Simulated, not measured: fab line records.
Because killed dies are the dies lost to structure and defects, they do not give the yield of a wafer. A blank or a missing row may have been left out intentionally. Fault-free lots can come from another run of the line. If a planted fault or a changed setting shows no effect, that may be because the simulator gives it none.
What tool caused it? | flow sky130 | Sampling: 12 lots, 36 wafers, 5 of 708 route steps

== WHAT THE GAUGES SHOWED, per wafer ==
SKY_RES_XHIGH_TW_MEAS_09. Usual: RES_XHIGH_TW gives 1639 (standard deviation 15).
lot  | measured     | on            | RES_XHIGH_TW   | flag
L755 | day 26 22:57 | film_metro-01 | 1635 1645 1639 |
L757 | day 27 19:06 | film_metro-03 | 1623 1635 1628 |
L759 | day 28 07:19 | film_metro-03 | 1623 1620 1624 |
L761 | day 29 07:05 | film_metro-03 | 1617 1630 1631 |
L762 | day 29 14:38 | film_metro-02 | 1647 1654 1649 |
L767 | day 30 22:58 | film_metro-01 | 1636 1636 1631 |
L770 | day 31 20:38 | film_metro-02 | 1652 1640 1652 |
L772 | day 32 12:00 | film_metro-03 | 1622 1623 1622 |
L773 | day 32 20:59 | film_metro-03 | 1618 1617 1626 |
L775 | day 33 05:54 | film_metro-02 | 1658 1659 1661 |
L776 | day 33 15:13 | film_metro-02 | 1656 1653 1661 |
L777 | day 33 18:26 | film_metro-01 | 1627 1624 1633 |

SKY_METAL1_RS_MEAS_05: measurement is done with a four-point probe. Usual: METAL1_ALCU_RS gives 0.1269 ohm/sq (standard deviation 0.0012).
lot  | measured     | on            | METAL1_ALCU_RS (ohm/sq) | flag
L755 | day 31 20:29 | film_metro-01 | 0.1285 0.1277 0.1272    |
L757 | day 32 17:47 | film_metro-03 | 0.1242 0.1248 0.1252    |
L759 | day 33 03:19 | film_metro-01 | 0.1274 0.1287 0.1291    |
L761 | day 34 01:14 | film_metro-04 | 0.1263 0.1271 0.1261    |
L762 | day 34 09:44 | film_metro-04 | 0.1255 0.1263 0.1255    |
L767 | day 35 15:52 | film_metro-04 | 0.1268 0.1253 0.1260    |
L770 | day 36 12:43 | film_metro-04 | 0.1271 0.1288 0.1293    |
L772 | day 37 03:43 | film_metro-04 | 0.1264 0.1264 0.1272    |
L773 | day 37 12:29 | film_metro-04 | 0.1258 0.1253 0.1254    |
L775 | day 37 21:02 | film_metro-03 | 0.1253 0.1264 0.1246    |
L776 | day 38 05:59 | film_metro-01 | 0.1277 0.1269 0.1273    |
L777 | day 38 08:04 | film_metro-01 | 0.1262 0.1272 0.1269    |

SKY_VIA1_THK_MEAS_01. Usual: VIA1_HDPCVD_THK gives 1035 nm (standard deviation 12).
lot  | measured     | on            | VIA1_HDPCVD_THK (nm) | flag
L755 | day 32 23:46 | film_metro-01 | 1038 1016 1032       |
L757 | day 33 21:39 | film_metro-02 | 1045 1046 1041       |
L759 | day 34 06:48 | film_metro-02 | 1026 1020 1022       |
L761 | day 35 05:08 | film_metro-02 | 1038 1027 1033       |
L762 | day 35 13:11 | film_metro-01 | 1037 1032 1039       |
L767 | day 36 19:31 | film_metro-01 | 1039 1025 1034       |
L770 | day 37 15:50 | film_metro-03 | 1049 1053 1049       |
L772 | day 38 05:44 | film_metro-02 | 1039 1045 1043       |
L773 | day 38 15:01 | film_metro-03 | 1040 1057 1047       |
L775 | day 38 23:05 | film_metro-03 | 1026 1038 1032       |
L776 | day 39 08:02 | film_metro-02 | 1046 1042 1029       |
L777 | day 39 10:53 | film_metro-02 | 1027 1024 1018       |

== WHAT TOOL EACH LOT RAN ON (gives the tool, then ch and the chambers of the sampled wafers, and finally the start) ==
lot  | SKY_CONTACT_ETCH_18                | SKY_CONTACT_STRIP_19
L755 | rie_diel-04 ch 0,1,3, day 31 19:00 | plasma_asher-02 ch 0, day 31 19:07
L757 | rie_diel-04 ch 0,2,3, day 32 16:00 | plasma_asher-02 ch 0, day 32 16:24
L759 | rie_diel-04 ch 0,1,3, day 33 01:00 | plasma_asher-02 ch 0,1, day 33 01:55
L761 | rie_diel-01 ch 0,3, day 33 23:00   | plasma_asher-01 ch 0,1, day 33 23:49
L762 | rie_diel-04 ch 0,1,3, day 34 08:00 | plasma_asher-02 ch 0,1, day 34 08:18
L767 | rie_diel-04 ch 0,2,3, day 35 14:00 | plasma_asher-04 ch 0,1, day 35 14:27
L770 | rie_diel-04 ch 0,1,3, day 36 11:00 | plasma_asher-02 ch 0,1, day 36 11:11
L772 | rie_diel-03 ch 0,3, day 37 02:00   | plasma_asher-04 ch 0,1, day 37 02:20
L773 | rie_diel-03 ch 0,2,3, day 37 10:00 | plasma_asher-02 ch 0,1, day 37 11:01
L775 | rie_diel-01 ch 1,2,3, day 37 19:00 | plasma_asher-02 ch 0,1, day 37 19:39
L776 | rie_diel-01 ch 0,1,2, day 38 04:00 | plasma_asher-04 ch 0,1, day 38 04:36
L777 | rie_diel-01 ch 1,2,3, day 38 06:00 | plasma_asher-04 ch 0,1, day 38 06:40
- SKY_CONTACT_ETCH_18: etches Si3N4 in CHF3/O2, stops on TiN, time 39 s, target depth 75 nm.
- SKY_CONTACT_STRIP_19: strips in O2/N2.

== AS READ BY THE TOOLS THEMSELVES (means over the sampled wafers that have a number; for cases with no such wafer, the mark the record gives instead) ==
SKY_CONTACT_ETCH_18. Usual: O2_flow_sccm 5.000 sccm, standard deviation 0.015; bias_w 200.1 W, standard deviation 0.58; drypump_motor_current_A 5.7 A, standard deviation 0.36; oes_product_au 0.854 a.u., standard deviation 0.0071; throttle_valve_pct 8.792 %, standard deviation 0.0094.
lot  | tool        | O2_flow_sccm (sccm) | bias_w (W) | drypump_motor_current_A (A) | oes_product_au (a.u.) | throttle_valve_pct (%) | flag
L755 | rie_diel-04 | 5.001               | 200.0      | 5.6                         | 0.853                 | 8.797                  |
L757 | rie_diel-04 | 5.014               | 200.4      | 5.6                         | 0.857                 | 8.799                  |
L759 | rie_diel-04 | 5.007               | 200.2      | 5.6                         | 0.847                 | 8.788                  |
L761 | rie_diel-01 | 5.002               | 200.2      | 6.1                         | 0.858                 | 8.794                  |
L762 | rie_diel-04 | 5.012               | 200.2      | 5.6                         | 0.854                 | 8.796                  |
L767 | rie_diel-04 | 5.013               | 357.5      | 5.6                         | 0.865                 | 8.800                  | OFF
L770 | rie_diel-04 | 5.013               | 357.1      | 5.6                         | 0.857                 | 8.792                  | OFF
L772 | rie_diel-03 | 4.992               | 199.9      | 5.6                         | 0.851                 | 8.790                  |
L773 | rie_diel-03 | 5.000               | 199.9      | 5.6                         | 0.855                 | 8.785                  |
L775 | rie_diel-01 | 4.979               | 200.1      | 5.7                         | 0.853                 | 8.791                  |
L776 | rie_diel-01 | 4.995               | 200.2      | 5.9                         | 0.854                 | 8.800                  |
L777 | rie_diel-01 | 5.005               | 200.5      | 5.7                         | 0.859                 | 8.785                  |

SKY_CONTACT_STRIP_19. Usual: drypump_motor_current_A 6.0 A, standard deviation 0.62; oes_product_au 0.381 a.u., standard deviation 0.0046; strip_time_to_endpoint_s 3.613 s, standard deviation 0.024.
lot  | tool            | drypump_motor_current_A (A) | oes_product_au (a.u.) | strip_time_to_endpoint_s (s) | flag
L755 | plasma_asher-02 | 5.8                         | 0.381                 | 3.598                        |
L757 | plasma_asher-02 | 5.8                         | 0.381                 | 3.626                        |
L759 | plasma_asher-02 | 6.0                         | 0.383                 | 3.654                        |
L761 | plasma_asher-01 | 5.1                         | 0.379                 | 3.622                        |
L762 | plasma_asher-02 | 6.3                         | 0.386                 | 3.603                        |
L767 | plasma_asher-04 | 5.6                         | 0.366                 | 3.410                        | OFF
L770 | plasma_asher-02 | 6.2                         | 0.371                 | 3.413                        | OFF
L772 | plasma_asher-04 | 5.7                         | 0.380                 | 3.622                        |
L773 | plasma_asher-02 | 6.0                         | 0.378                 | 3.631                        |
L775 | plasma_asher-02 | 6.0                         | 0.380                 | 3.597                        |
L776 | plasma_asher-04 | 5.7                         | 0.380                 | 3.603                        |
L777 | plasma_asher-04 | 5.6                         | 0.380                 | 3.630                        |

== THE ANSWER, worked out from the rows above alone ==
Rule: a lot counts as off when the mean over its wafers that have a number is more than 3 standard deviations away from the usual mean. Also off: a lot with no number at a reading for which 4 or more lots have one. Any other lot the step has rows for is counted as sound. The gauges are gone through in route order, then the tools' own readings, and for those a lot's mean is taken as printed above. At the first step where some lot is off, the reading lying furthest off is the one used; lots without a number count as furthest.
Off: L767, L770 (SKY_CONTACT_ETCH_18, bias_w).
If a tool, at that step or one of the process steps before it, ran each lot that is off and ran no sound lot following the first of them, it fits. One candidate fits, namely rie_diel-04 at SKY_CONTACT_ETCH_18. A fault onset in the window from L762 (day 34 08:00, its last sound lot) to L767 (day 35 14:00, its first lot off) fits.
On the lots that are off, the tool's own readings at SKY_CONTACT_ETCH_18 differ by more than 5 times the standard deviation of the sound lots' means, which bears it out; bias_w reads 357.3 W there versus 200.2 W on the sound lots.

== WHAT THE SIMULATOR HAD PUT IN ==
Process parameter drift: rie_diel-04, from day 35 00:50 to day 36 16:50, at SKY_CONTACT_ETCH_18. Setting bias_w, moved by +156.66, from 200. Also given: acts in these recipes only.
Struck lots among those shown: L767, L770. This agrees with what the rule above found.
